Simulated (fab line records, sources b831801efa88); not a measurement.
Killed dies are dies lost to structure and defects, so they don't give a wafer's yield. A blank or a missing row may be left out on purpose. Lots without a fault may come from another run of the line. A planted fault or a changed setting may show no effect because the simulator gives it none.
fab line records | flow sky130
record lots=6 wafers=18 last_day=48
route steps=708 shown VIA3@578 METAL4@598 CAP2M@603 PAD_OPEN@708
lots that met no fault: from a run of the same line without faults
start_h: hours from the record's first day to the start of the lot's first wafer shown | wait_h: hours since the lot's step before | " the same as in the row above | L1.1+2: a row that stands for several wafers | - no value, or no start given | * or withheld: withheld | < > ~ a bound
route shown NAME@n: a module of which the file shows steps, and the number in the route of the first | usual: mean/standard deviation of fault-free wafers | same: alike in all rows | chamber/n: place in a boat | sites: the reading at each site | _std_site: their standard deviation | _edge_site: outer sites' mean less inner sites' | radius_mm: how far each site lies from the wafer's centre | mask NAME#n: copy n | behind: the tool/chamber that last shaped the wafer | hold: why the lot was held/for how many hours/how that ended | device: the transistor (n, p or np) that didn't switch | end of line: the same wafers' tests at the end of the route | a step without rows: its recipe alone | killed: dies lost to structure and defects at the first sort, not the wafer's yield | map: a wafer's dies, x killed, . not, _ none there
set.NAME: the setting as run; set.NAME@STEP: as run at that earlier step | model.NAME: the simulator's own value behind a step, which no gauge read
lots at some steps of the route; a table a step, a row a wafer
services: from which hour (start_h, from the record's first day; less than 0 if before it) a tool's chamber was out of use, for how many hours, and why
## steps
# step SKY_VIA3_HMDS_05
# recipe prime_time_s=60 prime_temp_c=120
# step SKY_VIA3_COAT_06
# recipe resist=BARC temp_c=withheld time_s=withheld spin_rpm=3000 resist_thk_nm=60
# step SKY_VIA3_COAT_07
# recipe resist=KrF-thick spin_rpm=3000 resist_thk_nm=450
# step SKY_VIA3_SOFTBAKE_08
# recipe temp_c=100 time_s=90 resist=KrF-thick
# step SKY_VIA3_EXPOSE_09
# recipe mask_id=VIM3 na=0.8 source_shape=annular sigma_inner=0.55 sigma_outer=0.85 target_cd_nm=200 dose_mj=38
# step SKY_VIA3_PEB_10
# recipe peb_temp_c=withheld peb_time_s=withheld resist=KrF-thick
# step SKY_VIA3_DEVELOP_11
# recipe develop_time_s=60 resist=KrF-thick dev_temp_c=21
# step SKY_VIA3_CD_MEAS_12
# recipe target_cd_nm=200
# usual cd_nm=200.2/1.2
# columns lot.wafer tool chamber start_h wait_h cd_nm
L253.2 cd_sem-01 - 946.15 - 198.4
L253.5 " - " " 198.6
L253.6 " - " " 198.6
L255.2 cd_sem-01 - 962.96 - 198.3
L255.4 " - " " 198.4
L255.5 " - " " 198.9
L257.1 cd_sem-02 - 976.23 - 200.0
L257.5 " - " " 199.6
L257.6 " - " " 199.7
L261.1 cd_sem-02 - 1003.93 - 199.1
L261.2 " - " " 199.8
L261.3 " - " " 199.2
L262.2 cd_sem-02 - 1010.65 - 200.8
L262.4 " - " " 199.9
L262.5 " - " " 199.3
L264.2 cd_sem-01 - 1023.85 - 200.7
L264.4 " - " " 199.9
L264.5 " - " " 200.6
# step SKY_VIA3_OVL_MEAS_13
# usual VIA3_OVL=-3/5
# columns lot.wafer tool chamber start_h wait_h VIA3_OVL[nm]
L253.2 overlay-02 - 946.25 0.1 4
L253.5 " - " " 5
L253.6 " - " " 7
L255.2 overlay-02 - 963.07 0.1 -4
L255.4 " - " " -7
L255.5 " - " " -6
L257.1 overlay-02 - 976.35 0.1 -9
L257.5 " - " " -6
L257.6 " - " " 2
L261.1 overlay-01 - 1004.05 0.1 -2
L261.2 " - " " -1
L261.3 " - " " 2
L262.2 overlay-02 - 1010.76 0.1 -1
L262.4 " - " " -3
L262.5 " - " " -5
L264.2 overlay-02 - 1023.96 0.1 7
L264.4 " - " " -2
L264.5 " - " " -5
# step SKY_VIA3_ETCH_14
# recipe chemistry=N2/H2 target=BARC ion_energy_ev=200 source_w=500 bias_w=100 pressure_mtorr=30 n2_flow_sccm=100 h2_flow_sccm=200 stop_on=SiO2 time_s=45.9 target_depth_a=600
# step SKY_VIA3_ETCH_15
# recipe target=SiO2 chemistry=C4F8/O2/Ar target_depth_nm=507 stop_on=TiN mask_material=KrF-thick source_w=1500 bias_w=1200 pressure_mtorr=40 c4f8_flow_sccm=withheld O2_flow_sccm=6 Ar_flow_sccm=300 time_s=78
# usual oes_product_au=0.945/0.0046
# columns lot.wafer tool chamber start_h wait_h oes_product_au rf_hours_counter_h
L253.2 rie_diel-03 2 946.33 0.0 0.944 21
L253.5 " 0 " " 0.942 -
L253.6 " 3 " " 0.943 -
L255.2 rie_diel-01 0 963.14 0.0 0.945 16
L255.4 " 1 " " 0.947 8
L255.5 " 3 " " 0.942 -
L257.1 rie_diel-02 0 976.43 0.0 0.939 8
L257.5 " 1 " " 0.942 -
L257.6 " 0 " " 0.941 -
L261.1 rie_diel-02 1 1004.13 0.0 0.950 20
L261.2 " 0 " " 0.944 8
L261.3 " 2 " " 0.940 29
L262.2 rie_diel-02 0 1010.83 0.0 0.947 9
L262.4 " 1 " " 0.940 20
L262.5 " 2 " " 0.943 -
L264.2 rie_diel-03 3 1024.03 0.0 0.942 25
L264.4 " 0 " " 0.944 24
L264.5 " 0 " " 0.946 -
# step SKY_VIA3_STRIP_16
# recipe chemistry=O2/N2 power_w=1400 pressure_mtorr=1500 platen_temp_c=withheld o2_flow_sccm=3000 n2_flow_sccm=300 overash_fraction=0.5
# step SKY_VIA3_STRIP_17
# recipe chemistry=post_etch_residue_remover time_s=1200 temp_c=72.5
# usual bath_guard_temp_C=72.2/0.48 temp_c=72.49/0.12
# columns lot.wafer tool chamber start_h wait_h bath_guard_temp_C temp_c
L253.2 wet_bench-03 2 946.49 0.1 71.7 72.47
L253.5 " 2 " " 71.5 72.62
L253.6 " 2 " " 71.4 72.43
L255.2 wet_bench-04 1 963.30 0.1 71.8 72.48
L255.4 " 1 " " 71.8 72.34
L255.5 " 1 " " 71.8 72.52
L257.1 wet_bench-01 3 976.59 0.1 72.0 72.62
L257.5 " 3 " " 72.1 72.56
L257.6 " 3 " " 71.9 72.69
L261.1 wet_bench-04 2 1004.29 0.1 72.2 72.53
L261.2 " 2 " " 72.2 72.33
L261.3 " 2 " " 72.3 72.54
L262.2 wet_bench-04 3 1010.99 0.1 71.8 72.43
L262.4 " 3 " " 71.5 72.37
L262.5 " 3 " " 72.0 72.53
L264.2 wet_bench-04 0 1024.19 0.1 72.7 72.53
L264.4 " 0 " " 72.7 72.38
L264.5 " 0 " " 72.8 72.41
# step SKY_VIA3_CLEAN_18
# recipe chemistry=IPA time_s=180 temp_c=25
# step SKY_VIA3_CLEAN_19
# recipe chemistry=O3/DIW dry=n2_spin
# step SKY_VIA3_SPUTTER_20
# recipe material=TiN target_thk_nm=20 chamber_pressure_pa=5 power_w=4000 time_s=80
# step SKY_VIA3_CVD_21
# recipe material=W target_thk_nm=390 time_s=117.31 temp_c=400 pressure_torr=40
# step SKY_VIA3_RS_MEAS_22
# recipe thk_meas_gauge=four-point-probe reads=W_of_VIA3_CVD_21+TiN_of_VIA3_SPUTTER_20
# usual VIA3_W_RS=0.294/0.0037
# columns lot.wafer tool chamber start_h wait_h VIA3_W_RS[ohm/sq]
L253.2 film_metro-04 - 947.18 0.1 0.294
L253.5 " - " " 0.296
L253.6 " - " " 0.295
L255.2 film_metro-04 - 964.08 0.1 0.300
L255.4 " - " " 0.301
L255.5 " - " " 0.295
L257.1 film_metro-04 - 977.32 0.1 0.290
L257.5 " - " " 0.292
L257.6 " - " " 0.296
L261.1 film_metro-04 - 1004.96 0.1 0.298
L261.2 " - " " 0.289
L261.3 " - " " 0.296
L262.2 film_metro-02 - 1011.73 0.1 0.298
L262.4 " - " " 0.291
L262.5 " - " " 0.300
L264.2 film_metro-02 - 1025.01 0.1 0.298
L264.4 " - " " 0.304
L264.5 " - " " 0.294
# step SKY_VIA3_THK_MEAS_23
# recipe thk_meas_gauge=xrf reads=W_of_VIA3_CVD_21
# usual VIA3_W_THK=385/5.4
# columns lot.wafer tool chamber start_h wait_h VIA3_W_THK[nm]
L253.2 film_metro-04 - 947.29 0.1 388
L253.5 " - " " 383
L253.6 " - " " 387
L255.2 film_metro-04 - 964.19 0.1 381
L255.4 " - " " 378
L255.5 " - " " 389
L257.1 film_metro-04 - 977.44 0.1 391
L257.5 " - " " 392
L257.6 " - " " 387
L261.1 film_metro-04 - 1005.08 0.1 385
L261.2 " - " " 395
L261.3 " - " " 386
L262.2 film_metro-02 - 1011.84 0.1 381
L262.4 " - " " 387
L262.5 " - " " 376
L264.2 film_metro-02 - 1025.12 0.1 380
L264.4 " - " " 373
L264.5 " - " " 383
# step SKY_VIA3_CMP_24
# recipe stop_on=SiO2 t_overpolish_s=20 down_force_psi=3.5 platen_rpm=60 target_thk_nm=0 pad_velocity_m_s=0.94248
# step SKY_METAL4_SPUTTER_00
# recipe material=Ti target_thk_nm=15 power_w=3000 time_s=10 chamber_pressure_pa=0.4
# step SKY_METAL4_SPUTTER_01
# recipe material=TiN target_thk_nm=20 power_w=6500 time_s=16.7 chamber_pressure_pa=0.4
# step SKY_METAL4_SPUTTER_02
# recipe material=AlCu target_thk_nm=735 power_w=10600 time_s=39.1 chamber_pressure_pa=0.4
# step SKY_METAL4_SPUTTER_03
# recipe material=Ti target_thk_nm=5 power_w=3000 time_s=3.3 chamber_pressure_pa=0.4
# usual throttle_valve_pct=30.0/0.83
# columns lot.wafer tool chamber start_h wait_h throttle_valve_pct
L253.2 pvd_sputter-04 - 947.73 0.0 30.7
L253.5 " - " " 30.9
L253.6 " - " " 30.1
L255.2 pvd_sputter-03 - 964.80 0.0 29.8
L255.4 " - " " 30.1
L255.5 " - " " 30.4
L257.1 pvd_sputter-01 - 979.00 0.0 31.2
L257.5 " - " " 29.6
L257.6 " - " " 31.6
L261.1 pvd_sputter-03 - 1005.53 0.0 29.9
L261.2 " - " " 30.6
L261.3 " - " " 29.5
L262.2 pvd_sputter-01 - 1012.28 0.0 29.2
L262.4 " - " " 31.2
L262.5 " - " " 31.6
L264.2 pvd_sputter-01 - 1025.56 0.0 31.1
L264.4 " - " " 29.4
L264.5 " - " " 29.4
# step SKY_METAL4_SPUTTER_04
# recipe material=TiN target_thk_nm=70 power_w=6500 time_s=58.3 chamber_pressure_pa=0.4
# usual throttle_valve_pct=30.0/0.82
# columns lot.wafer tool chamber start_h wait_h throttle_valve_pct
L253.2 pvd_sputter-04 - 947.75 0.0 31.0
L253.5 " - " " 30.7
L253.6 " - " " 30.1
L255.2 pvd_sputter-03 - 964.82 0.0 30.3
L255.4 " - " " 29.8
L255.5 " - " " 30.4
L257.1 pvd_sputter-01 - 979.02 0.0 31.0
L257.5 " - " " 29.4
L257.6 " - " " 31.6
L261.1 pvd_sputter-03 - 1005.55 0.0 30.1
L261.2 " - " " 30.2
L261.3 " - " " 29.0
L262.2 pvd_sputter-01 - 1012.30 0.0 29.1
L262.4 " - " " 31.1
L262.5 " - " " 31.8
L264.2 pvd_sputter-01 - 1025.58 0.0 31.3
L264.4 " - " " 29.4
L264.5 " - " " 29.3
# step SKY_CAP2M_CVD_00
# recipe material=SiO2 target_thk_nm=15.5 temp_c=400 time_s=withheld rf_w=450
# usual heater_power_w=722/120
# columns lot.wafer tool chamber start_h wait_h heater_power_w
L253.2 pecvd-04 1 947.80 0.0 832
L253.5 " 0 " " 782
L253.6 " 1 " " 825
L255.2 pecvd-02 0 964.87 0.0 780
L255.4 " 0 " " 767
L255.5 " 2 " " 691
L257.1 pecvd-04 2 979.07 0.0 798
L257.5 " 2 " " 814
L257.6 " 0 " " 728
L261.1 pecvd-01 2 1005.60 0.0 724
L261.2 " 1 " " 507
L261.3 " 0 " " 701
L262.2 pecvd-01 2 1012.35 0.0 658
L262.4 " 0 " " 837
L262.5 " 1 " " 482
L264.2 pecvd-02 0 1025.63 0.0 759
L264.4 " 2 " " 734
L264.5 " 2 " " 721
# step SKY_CAP2M_THK_MEAS_01
# recipe reads=SiO2_of_CAP2M_CVD_00
# usual CAP2M_CVD_00_THK=15.46/0.19
# columns lot.wafer tool chamber start_h wait_h CAP2M_CVD_00_THK[nm]
L253.2 film_metro-03 - 947.83 - 15.26
L253.5 " - " " 15.73
L253.6 " - " " 15.48
L255.2 film_metro-01 - 964.90 - 15.43
L255.4 " - " " 15.55
L255.5 " - " " 15.49
L257.1 film_metro-03 - 979.09 - 15.21
L257.5 " - " " 15.47
L257.6 " - " " 15.60
L261.1 film_metro-03 - 1005.62 - 15.04
L261.2 " - " " 15.21
L261.3 " - " " 15.09
L262.2 film_metro-02 - 1012.38 - 15.29
L262.4 " - " " 15.67
L262.5 " - " " 15.53
L264.2 film_metro-02 - 1025.67 - 15.17
L264.4 " - " " 15.58
L264.5 " - " " 15.33
# step SKY_CAP2M_SPUTTER_02
# recipe material=TiN target_thk_nm=200 temp_c=300 power_w=6500 time_s=166.7 chamber_pressure_pa=0.4
# step SKY_CAP2M_RS_MEAS_03
# recipe thk_meas_gauge=four-point-probe reads=TiN_of_CAP2M_SPUTTER_02
# usual CAP2M_TIN_RS=6.94/0.081
# columns lot.wafer tool chamber start_h wait_h CAP2M_TIN_RS[ohm/sq]
L253.2 film_metro-03 - 948.01 0.1 6.94
L253.5 " - " " 7.04
L253.6 " - " " 6.91
L255.2 film_metro-01 - 965.08 0.1 7.07
L255.4 " - " " 7.06
L255.5 " - " " 7.07
L257.1 film_metro-02 - 979.26 0.1 6.84
L257.5 " - " " 6.99
L257.6 " - " " 6.84
L261.1 film_metro-02 - 1005.79 0.1 6.90
L261.2 " - " " 6.80
L261.3 " - " " 6.71
L262.2 film_metro-03 - 1012.56 0.1 7.01
L262.4 " - " " 6.97
L262.5 " - " " 7.01
L264.2 film_metro-02 - 1025.85 0.1 6.93
L264.4 " - " " 6.84
L264.5 " - " " 6.88
# step SKY_CAP2M_THK_MEAS_04
# recipe thk_meas_gauge=xrf reads=TiN_of_CAP2M_SPUTTER_02
# usual CAP2M_TIN_THK=200.5/2.6
# columns lot.wafer tool chamber start_h wait_h CAP2M_TIN_THK[nm]
L253.2 film_metro-03 - 948.12 0.1 201.4
L253.5 " - " " 199.0
L253.6 " - " " 202.7
L255.2 film_metro-01 - 965.19 0.1 196.4
L255.4 " - " " 198.2
L255.5 " - " " 197.3
L257.1 film_metro-02 - 979.38 0.1 203.4
L257.5 " - " " 198.0
L257.6 " - " " 202.8
L261.1 film_metro-02 - 1005.91 0.1 200.4
L261.2 " - " " 202.3
L261.3 " - " " 205.2
L262.2 film_metro-03 - 1012.67 0.1 198.7
L262.4 " - " " 200.9
L262.5 " - " " 199.0
L264.2 film_metro-02 - 1025.96 0.1 199.1
L264.4 " - " " 201.9
L264.5 " - " " 201.3
# step SKY_CAP2M_DEHYDRATE_05
# recipe temp_c=200 time_s=60
# step SKY_CAP2M_HMDS_06
# recipe prime_time_s=60 prime_temp_c=120
# step SKY_CAP2M_COAT_07
# recipe resist=NOVOLAK spin_rpm=3000 resist_thk_nm=1140
# step SKY_CAP2M_SOFTBAKE_08
# recipe temp_c=90 time_s=60 resist=NOVOLAK
# step SKY_CAP2M_EXPOSE_09
# recipe mask_id=CAP2M na=0.6 source_shape=conventional sigma_outer=0.6 polarization=unpolarized target_cd_nm=1000 dose_mj=159
# step SKY_CAP2M_PEB_10
# recipe temp_c=withheld time_s=* resist=NOVOLAK
# step SKY_CAP2M_DEVELOP_11
# recipe resist=NOVOLAK developer=TMAH develop_time_s=60 dev_temp_c=23
# step SKY_CAP2M_OVL_MEAS_12
# usual CAP2M_OVL=0.1/1.3
# columns lot.wafer tool chamber start_h wait_h CAP2M_OVL[nm]
L253.2 overlay-01 - 972.08 0.1 0.2
L253.5 " - " " -2.6
L253.6 " - " " 0.6
L255.2 overlay-02 - 986.58 0.1 0.4
L255.4 " - " " 1.0
L255.5 " - " " 1.0
L257.1 overlay-01 - 1002.47 0.1 -1.2
L257.5 " - " " 1.4
L257.6 " - " " -1.4
L261.1 overlay-01 - 1028.27 0.1 0.4
L261.2 " - " " 0.4
L261.3 " - " " 0.3
L262.2 overlay-01 - 1034.46 0.1 -1.3
L262.4 " - " " 0.6
L262.5 " - " " -2.7
L264.2 overlay-02 - 1047.98 0.1 2.8
L264.4 " - " " 1.5
L264.5 " - " " 2.1
# step SKY_CAP2M_METAL_ETCH_13
# recipe target_depth_nm=220 stop_on=SiO2 chemistry=Cl2/BCl3 target=TiN pressure_mtorr=10 icp_w=900 bias_w=48.5 Cl2_flow_sccm=60 bcl3_flow_sccm=30 time_s=62.9
# step SKY_CAP2M_STRIP_14
# recipe chemistry=O2/N2 power_w=1400 pressure_mtorr=1500 platen_temp_c=withheld o2_flow_sccm=3000 n2_flow_sccm=300 overash_fraction=0.5
# usual drypump_motor_current_A=5.8/0.51 oes_product_au=0.710/0.0046 strip_time_to_endpoint_s=12.65/0.053
# columns lot.wafer tool chamber start_h wait_h drypump_motor_current_A oes_product_au rf_hours_counter_h strip_time_to_endpoint_s
L253.2 plasma_asher-02 1 972.19 0.1 6.4 0.718 118 12.67
L253.5 " 1 " " 6.3 0.710 - 12.61
L253.6 " 0 " " 5.3 0.701 - 12.63
L255.2 plasma_asher-04 1 986.68 0.1 6.4 0.716 25 12.67
L255.4 " 0 " " 5.3 0.702 - 12.73
L255.5 " 1 " " 6.4 0.716 - 12.67
L257.1 plasma_asher-02 0 1002.66 0.1 5.3 0.714 121 12.64
L257.5 " 0 " " 5.4 0.703 - 12.68
L257.6 " 1 " " 6.3 0.712 - 12.66
L261.1 plasma_asher-04 1 1028.38 0.1 6.4 0.717 29 12.56
L261.2 " 0 " " 5.3 0.712 29 12.61
L261.3 " 0 " " 5.3 0.704 - 12.55
L262.2 plasma_asher-02 1 1034.56 0.1 6.4 0.709 124 12.71
L262.4 " 0 " " 5.3 0.703 - 12.69
L262.5 " 0 " " 5.3 0.713 - 12.67
L264.2 plasma_asher-04 1 1048.16 0.1 6.4 0.714 31 12.55
L264.4 " 1 " " 6.4 0.707 - 12.62
L264.5 " 1 " " 6.4 0.709 - 12.55
# step SKY_CAP2M_STRIP_15
# recipe chemistry=post_etch_residue_remover time_s=1200 temp_c=72.5
# step SKY_CAP2M_CLEAN_16
# recipe chemistry=IPA time_s=180 temp_c=25
# step SKY_PAD_OPEN_PROBE_99
# usual defect_limited_yield=82.4/1.9 killed_at_M0_to_M3=43/7.1 killed_at_M4_up=3.2/1.7 killed_at_contacts=24/5.6 killed_at_front_end=16/5 killed_at_other=0.4/0.68 killed_dies=86/9.3 killed_open=47/7.1 killed_short=39/5.7 sort_bin_3_pad_short=0.9/0.38 sort_bin_5_function=10.4/1.5 sort_bin_6_memory=6.3/1.3 sort_n_pass=406/9.3 sort_yield_pct=82.4/1.9
# same gross_dies=492 killed_at_back_side=0 sort_bin_4_leakage[%]=0 sort_bin_8_speed[%]=0
# columns lot.wafer tool chamber start_h wait_h hold defect_limited_yield[%] killed_at_M0_to_M3 killed_at_M4_up killed_at_contacts killed_at_front_end killed_at_other killed_dies killed_open killed_short sort_bin_3_pad_short[%] sort_bin_5_function[%] sort_bin_6_memory[%] sort_n_pass sort_yield_pct[%] model.etest.tester.sort_n_pass model.etest.tester.sort_yield_pct model.etest.tester.sort_bin_5_pct model.etest.tester.sort_bin_3_pct
L253.2 prober-01 - 1090.67 0.1 - 78.9 42 3 31 28 0 104 62 42 0.6 13.4 7.1 388 78.9 388 78.86 13.41 0.6098
L253.5 prober-01 - 1090.82 0.2 - 85.4 35 3 18 16 0 72 47 25 0.8 8.7 5.1 420 85.4 420 85.37 8.74 0.813
L253.6 prober-01 - 1090.87 0.2 - 79.5 50 3 25 23 0 101 52 48 1.4 11.8 7.3 391 79.5 391 79.47 11.79 1.423
L255.2 prober-01 - 1102.45 0.1 - 82.3 51 5 15 14 2 87 51 36 1.0 10.4 6.3 405 82.3 405 82.32 10.37 1.016
L255.4 prober-01 - 1102.55 0.2 - 83.5 46 0 25 10 0 81 45 35 1.4 9.6 5.5 411 83.5 411 83.54 9.553 1.423
L255.5 prober-01 - 1102.60 0.2 - 85.4 40 1 21 10 0 72 36 36 0.4 9.1 5.1 420 85.4 420 85.37 9.146 0.4065
L257.1 prober-01 - 1116.85 0.1 - 82.3 48 5 22 12 0 87 46 41 1.6 10.6 5.5 405 82.3 405 82.32 10.57 1.626
L257.5 prober-01 - 1117.05 0.2 - 78.3 56 3 25 23 0 107 57 50 1.0 12.8 7.9 385 78.3 385 78.25 12.8 1.016
L257.6 prober-01 - 1117.10 0.2 - 83.7 44 1 20 15 0 80 47 33 1.0 10.2 5.1 412 83.7 412 83.74 10.16 1.016
L261.1 prober-01 - 1139.91 0.1 - 82.7 38 3 27 17 0 85 42 43 0.4 9.8 7.1 407 82.7 407 82.72 9.756 0.4065
L261.2 prober-01 - 1139.96 0.1 - 84.1 44 4 14 15 1 78 47 31 0.6 8.3 6.9 414 84.1 414 84.15 8.333 0.6098
L261.3 prober-01 - 1140.01 0.2 - 83.1 42 3 26 11 1 83 41 42 0.8 8.9 7.1 409 83.1 409 83.13 8.943 0.813
L262.2 prober-02 - 1142.72 0.1 await_dispo/14.3h/release 71.7 106 1 19 13 0 139 41 34 4.3 17.9 6.1 353 71.7 353 71.75 17.89 4.268
L262.4 prober-02 - 1142.82 0.2 await_dispo/14.3h/release 71.1 99 5 23 15 0 142 46 35 4.3 17.3 7.3 350 71.1 350 71.14 17.28 4.268
L262.5 prober-02 - 1142.87 0.2 await_dispo/14.3h/release 73.2 88 3 22 19 0 132 38 33 4.3 18.5 4.1 360 73.2 360 73.17 18.5 4.268
L264.2 prober-02 - 1155.68 0.1 await_dispo/1.5h/release 73.4 96 1 16 17 1 131 57 26 4.1 16.1 6.5 361 73.4 361 73.37 16.06 4.065
L264.4 prober-02 - 1155.78 0.2 await_dispo/1.5h/release 72.4 86 1 34 15 0 136 48 37 4.3 15.7 7.7 356 72.4 356 72.36 15.65 4.268
L264.5 prober-02 - 1155.83 0.2 await_dispo/1.5h/release 77.2 87 1 13 11 0 112 41 25 3.9 13.4 5.5 380 77.2 380 77.24 13.41 3.862
# killed by level:class
L253.2 CONTACT:geometric_particle:open=12 VIA1:geometric_particle:open=11 VIA2:geometric_particle:open=9 POLY_GATE:geometric_particle:open=7 FIELD_ISO:geometric_particle:open=6 VIA3:geometric_particle:open=6 POLY_GATE:geometric_particle:short=5 LI_CONTACT:geometric_particle:short=5
L253.5 VIA1:geometric_particle:open=12 CONTACT:geometric_particle:open=9 POLY_GATE:geometric_particle:short=5 POLY_GATE:geometric_particle:open=5 LI_CONTACT:geometric_particle:open=5 VIA2:geometric_particle:open=5 VIA3:geometric_particle:open=4 FIELD_ISO:geometric_particle:open=3
L253.6 VIA2:geometric_particle:open=15 VIA1:geometric_particle:open=9 CONTACT:geometric_particle:open=7 FIELD_ISO:geometric_particle:open=6 CONTACT:geometric_particle:short=6 POLY_GATE:geometric_particle:short=6 VIA3:geometric_particle:open=6 FIELD_ISO:geometric_particle:short=5
L255.2 VIA1:geometric_particle:open=15 VIA2:geometric_particle:open=9 POLY_GATE:geometric_particle:open=6 VIA3:geometric_particle:short=5 CONTACT:geometric_particle:open=5 VIA1:geometric_particle:short=5 LI_CONTACT:geometric_particle:open=4 VIA2:geometric_particle:short=4
L255.4 VIA1:geometric_particle:open=12 LI_CONTACT:geometric_particle:open=9 VIA3:geometric_particle:open=9 VIA2:geometric_particle:open=7 LOCAL_INTERCONNECT:geometric_particle:short=6 CONTACT:geometric_particle:open=6 FIELD_ISO:geometric_particle:short=5 METAL2:geometric_particle:short=5
L255.5 VIA1:geometric_particle:open=11 VIA2:geometric_particle:open=6 CONTACT:geometric_particle:short=5 CONTACT:geometric_particle:open=5 METAL2:geometric_particle:short=5 VIA3:geometric_particle:open=5 VIA1:geometric_particle:short=4 FIELD_ISO:geometric_particle:open=4
L257.1 LI_CONTACT:geometric_particle:open=11 METAL2:geometric_particle:short=8 METAL1:geometric_particle:short=8 VIA1:geometric_particle:short=8 VIA1:geometric_particle:open=8 CONTACT:geometric_particle:open=7 VIA2:geometric_particle:open=5 FIELD_ISO:geometric_particle:short=4
L257.5 VIA1:geometric_particle:open=13 METAL1:geometric_particle:short=11 FIELD_ISO:geometric_particle:open=10 VIA1:geometric_particle:short=10 LI_CONTACT:geometric_particle:open=9 CONTACT:geometric_particle:open=6 VIA3:geometric_particle:open=5 VIA2:geometric_particle:open=5
L257.6 VIA1:geometric_particle:open=10 CONTACT:geometric_particle:open=8 VIA3:geometric_particle:open=7 LI_CONTACT:geometric_particle:open=6 VIA1:geometric_particle:short=6 FIELD_ISO:geometric_particle:open=5 FIELD_ISO:geometric_particle:short=5 VIA2:geometric_particle:open=5
L261.1 LI_CONTACT:geometric_particle:open=8 CONTACT:geometric_particle:open=7 METAL2:geometric_particle:short=6 CONTACT:geometric_particle:short=6 VIA1:geometric_particle:open=6 VIA2:geometric_particle:open=6 FIELD_ISO:geometric_particle:open=5 FIELD_ISO:geometric_particle:short=4
L261.2 VIA1:geometric_particle:open=14 VIA1:geometric_particle:short=6 POLY_GATE:geometric_particle:open=5 LI_CONTACT:geometric_particle:open=5 METAL2:geometric_particle:open=5 VIA2:geometric_particle:open=4 METAL1:geometric_particle:short=4 CONTACT:geometric_particle:short=3
L261.3 VIA1:geometric_particle:open=12 CONTACT:geometric_particle:short=8 CONTACT:geometric_particle:open=7 METAL1:geometric_particle:short=6 VIA1:geometric_particle:short=5 FIELD_ISO:geometric_particle:short=4 LI_CONTACT:geometric_particle:short=4 LOCAL_INTERCONNECT:geometric_particle:short=4
L262.2 VIA3:unspecified=64 VIA1:geometric_particle:open=14 LI_CONTACT:geometric_particle:open=7 VIA2:geometric_particle:open=6 METAL1:geometric_particle:short=5 LI_CONTACT:geometric_particle:short=4 METAL2:geometric_particle:short=4 CONTACT:geometric_particle:open=4
L262.4 VIA3:unspecified=61 VIA1:geometric_particle:open=9 FIELD_ISO:geometric_particle:open=8 LI_CONTACT:geometric_particle:open=7 METAL1:geometric_particle:short=7 VIA2:geometric_particle:open=7 VIA3:geometric_particle:open=7 CONTACT:geometric_particle:open=5
L262.5 VIA3:unspecified=61 LI_CONTACT:geometric_particle:open=10 POLY_GATE:geometric_particle:open=7 POLY_GATE:geometric_particle:short=5 CONTACT:geometric_particle:open=5 METAL1:geometric_particle:short=4 VIA1:geometric_particle:open=4 METAL2:geometric_particle:short=4
L264.2 VIA3:unspecified=47 VIA1:geometric_particle:open=18 CONTACT:geometric_particle:open=7 VIA3:geometric_particle:open=7 LI_CONTACT:geometric_particle:open=6 POLY_GATE:geometric_particle:open=5 VIA1:geometric_particle:short=5 METAL1:geometric_particle:short=4
L264.4 VIA3:unspecified=51 CONTACT:geometric_particle:open=16 VIA1:geometric_particle:open=11 LI_CONTACT:geometric_particle:open=6 VIA3:geometric_particle:short=6 CONTACT:geometric_particle:short=5 FIELD_ISO:geometric_particle:open=4 LOCAL_INTERCONNECT:geometric_particle:short=4
L264.5 VIA3:unspecified=46 VIA1:geometric_particle:open=8 VIA3:geometric_particle:open=7 LI_CONTACT:geometric_particle:open=6 METAL1:geometric_particle:short=6 POLY_GATE:geometric_particle:open=5 VIA1:geometric_particle:short=4 METAL2:geometric_particle:open=4
# map L262.4 (x killed, . not)
__________...xx....._________
________.xx.....x...x._______
______......x..x....x..._____
_____..........x....x.x..____
____.x..............x..x..___
___........x.xx......x....x__
__..x.......x.xx.x.........x_
_.xx...xx..x.....x......x...x
_..x..x............x.........
_..........x......x........x.
_.....x..x.....xx.....x......
_.....x.....x.x.xxx.......x..
_........x.xxxxxxxxx.xx.x...x
_.xx.........xxxxxxxx..x.x...
_.x.......x.xxxxxxxxxxx.x....
__.x.....xx.xxxxxxxxxx......_
___.........x.xxxxxxxx.xx..__
____.....x..x.x.xxxxxx....___
_____..........x.x.xx....____
______.......x.....x.x.._____
________.x..x....x.xxx_______
__________x.....xx.x_________
# map L264.4 (x killed, . not)
__________xxxxxxxx.x_________
________xxxxxxxxxxx..._______
______...xxxxxxxxx......_____
_____.x.xxxxxxxxxxx.x..x.____
____.x....xxxxxxxxxx.x..x.___
___.........xxx.x........x.__
__x..........x.x............_
_.....xx.x....xx....x........
_.x......x..x.....x..........
_x.............x..xxx........
_x.x................xx.xx....
_.x..x....xx.x..........x....
_.......x.x...xx....x..x.....
_x..x....x....x.....x.x.x....
_...xx....x.x..x...x......x..
__.......x.....x..........xx_
___x....x.x......x........x__
____....x.................___
_____..x..xx..x..x......x____
______.....x......xx...._____
________...x.x.......x_______
__________...xx..x.._________
## services
# columns tool chamber start_h hours kind
rie_diel-01 2 931.53 2.8 repair
pvd_sputter-03 - 932.08 5.2 repair
rie_diel-02 1 938.41 16.6 repair
pvd_sputter-01 - 953.33 2.4 repair
pvd_sputter-03 - 958.48 1.5 repair
rie_diel-03 2 960.10 13.6 repair
pecvd-01 - 970.15 0.9 repair
pecvd-04 - 976.24 2.8 pm
pecvd-02 - 977.42 2.8 pm
pvd_sputter-01 1 980.73 - consumable_replace:kit
pvd_sputter-01 1 980.73 18.0 scheduled_down
pvd_sputter-01 1 980.73 18.0 vent_cycle
pvd_sputter-03 - 981.05 1.1 repair
rie_diel-01 1 982.66 4.3 repair
pvd_sputter-01 - 986.96 1.9 repair
pvd_sputter-01 - 991.91 1.4 repair
pecvd-04 - 992.38 0.5 repair
wet_bench-03 - 1011.99 0.8 repair
pvd_sputter-03 - 1017.64 4.7 repair
rie_diel-02 - 1022.74 2.8 pm
pvd_sputter-04 - 1030.74 2.0 repair
pvd_sputter-04 - 1030.76 1.6 repair
rie_diel-02 0 1038.66 22.4 repair
pvd_sputter-03 - 1041.29 4.9 repair
## key
first_sign step=SKY_PAD_OPEN_PROBE_99 reading=sort_bin_3_pad_short direction=up sigmas=8.6 usual=0.9 struck=4.2
effect step=SKY_PAD_OPEN_PROBE_99 reading=killed_at_M0_to_M3 direction=up sigmas=7.1 usual=43 struck=94
model_effect step=SKY_PAD_OPEN_PROBE_99 value=etest.tester.sort_n_pass without=407.2 struck=360
met_at SKY_VIA3_STRIP_17
struck_wafers L262.2,L262.4,L262.5,L264.2,L264.4,L264.5
onset_between 1004.29 1010.99
also_fits time
fault kind=chamber_particle_source tool=wet_bench-04 chamber=- onset_h=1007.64 steps=SKY_VIA3_STRIP_17 rate_per_visit_cm2=1.5397 end_h=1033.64
